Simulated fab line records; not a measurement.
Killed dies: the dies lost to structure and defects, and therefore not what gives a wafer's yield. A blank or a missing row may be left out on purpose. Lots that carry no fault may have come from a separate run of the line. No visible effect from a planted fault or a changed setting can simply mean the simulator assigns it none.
2 desks looking at one fault -- flow sky130 -- each desk has only its own numbers; what lay behind them comes last

METROLOGY DESK
Lot by lot, what the gauges showed, no matter which tool ran the lot: averages of those sampled wafers that carry a number. A lot is out of limits, marked OUT, if its mean lies more than 4 standard deviations from the usual mean; the brackets give that distance.
Columns: A = METAL1_ALCU_RS at SKY_METAL1_RS_MEAS_05, usual 0.1268 ohm/sq
lot,first seen here,A
L741,day 32 17:10,0.1265
L742,day 33 10:31,0.1264
L745,day 33 21:44,0.1250
L746,day 34 05:22,0.1272
L749,day 35 03:29,0.1268
L750,day 35 08:46,0.1279
L753,day 36 06:30,0.1269
L754,day 37 05:35,0.1272
L756,day 37 18:11,0.1257
L758,day 37 23:34,0.1266
L757,day 38 02:29,0.1245
L760,day 38 10:47,0.1252
Finding of this desk: none of the 12 lots has anything out of limits.

TOOL OWNER'S DESK, cmp-02
The tool's own readings at SKY_VIA1_CMP_24 (polishes, stops on SiO2, t overpolish 15 s, target thk 0 nm): means of the sampled wafers that have a number, for each lot that ran on this tool. A lot is out of limits, marked OUT, if its mean lies more than 4 standard deviations from the usual mean; the brackets give that distance.
Columns: A = motor-current-A at SKY_VIA1_CMP_24, usual 10.8 A; B = overpolish-run-s at SKY_VIA1_CMP_24, usual 15.000 s; C = time-to-endpoint-s at SKY_VIA1_CMP_24, usual 66 s
lot,first seen here,A,B,C
L741,day 35 01:27,10.9,15.002,69
L742,day 35 17:30,10.6,15.000,67
L745,day 36 03:50,10.7,15.009,48 (-5.0) OUT
L749,day 37 11:19,11.3,15.009,59
L750,day 37 16:01,11.1,15.001,60
L756,day 39 23:03,10.5,14.990,66
L758,day 40 05:04,10.7,14.991,64
L760,day 40 16:10,10.9,15.009,69
This desk finds L745 out of limits, L745 being first, at day 36 03:50 (time-to-endpoint-s at SKY_VIA1_CMP_24). In limits: L741, L742, L749, L750, L756, L758, L760.

BROUGHT TOGETHER
The tool owner's desk could have raised an alarm at day 36 03:50, on L745.
Metrology desk: nothing out of limits seen.
The metrology desk holds a record of L745, inside its limits.
SKY_VIA1_CMP_24 was run on cmp-02 by each of the lots named.

WHAT THE SIMULATOR HAD INSERTED
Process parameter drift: cmp-02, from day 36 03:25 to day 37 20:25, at SKY_VIA1_CMP_24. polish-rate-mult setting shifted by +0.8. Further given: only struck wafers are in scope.
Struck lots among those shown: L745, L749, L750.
Time in hours from fault onset to the first out-of-limits reading at each desk: the tool owner's desk, 0.
